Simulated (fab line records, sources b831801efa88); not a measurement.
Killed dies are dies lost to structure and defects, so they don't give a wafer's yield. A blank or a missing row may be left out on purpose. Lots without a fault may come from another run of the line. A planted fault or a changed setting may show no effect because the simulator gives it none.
Chamber matching | flow gf180mcu | GF_CONTACT_CMP_27 on cmp-02: 4 sister chambers
The step polishes, stops on SiO2, t overpolish 15 s, target thk 0 nm. 8 wafers are shown with their chamber, then 8 later ones without.

WAFERS WITH THEIR CHAMBER
wafer  | chamber | motor_current_A (A) | time_to_endpoint_s (s)
L953.3 | 1       | 10.0                | 70
L958.1 | 2       | 10.4                | 70
L958.2 | 1       | 9.7                 | 70
L960.5 | 0       | 11.4                | 67
L961.2 | 0       | 11.8                | 63
L961.4 | 3       | 12.9                | 64
L961.6 | 2       | 10.5                | 67
L962.2 | 3       | 11.9                | 68

WAFERS WITHOUT THEIR CHAMBER
wafer  | motor_current_A (A) | time_to_endpoint_s (s)
L962.3 | 10.8                | 68
L962.5 | 11.0                | 71
L969.2 | 9.6                 | 69
L969.3 | 10.6                | 68
L969.4 | 12.6                | 67
L972.1 | 12.6                | 70
L972.5 | 11.0                | 72
L972.6 | 11.5                | 69

WHICH CHAMBER EACH WENT THROUGH
wafer  | from the rows above          | in truth
L962.3 | can't be placed: 2 or 0 or 1 | 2
L962.5 | can't be placed: 2 or 1 or 0 | 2
L969.2 | can't be placed: 1 or 2      | 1
L969.3 | can't be placed: 2 or 1      | 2
L969.4 | 3                            | 3
L972.1 | can't be placed: 3 or 0      | 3
L972.5 | can't be placed: 2 or 1 or 0 | 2
L972.6 | can't be placed: 0 or 3 or 2 | 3
Placed correctly: 1 of 8. Can't be placed from these rows: 7 (the true chamber is among the candidates in 7). Placed wrongly: 0.
How it was worked out, from the rows above alone: a wafer's distance from a chamber is the root of the sum, over the readings, of the square of ((its reading less the chamber's mean) divided by the reading's scatter). The wafer belongs to the nearest chamber; if the next one is less than 2 further off, it can't be placed. A chamber's mean is the mean of its shown wafers. The scatter: the root of (the sum of the squares of (reading less its chamber's mean) over the shown wafers, divided by (wafers less chambers)).
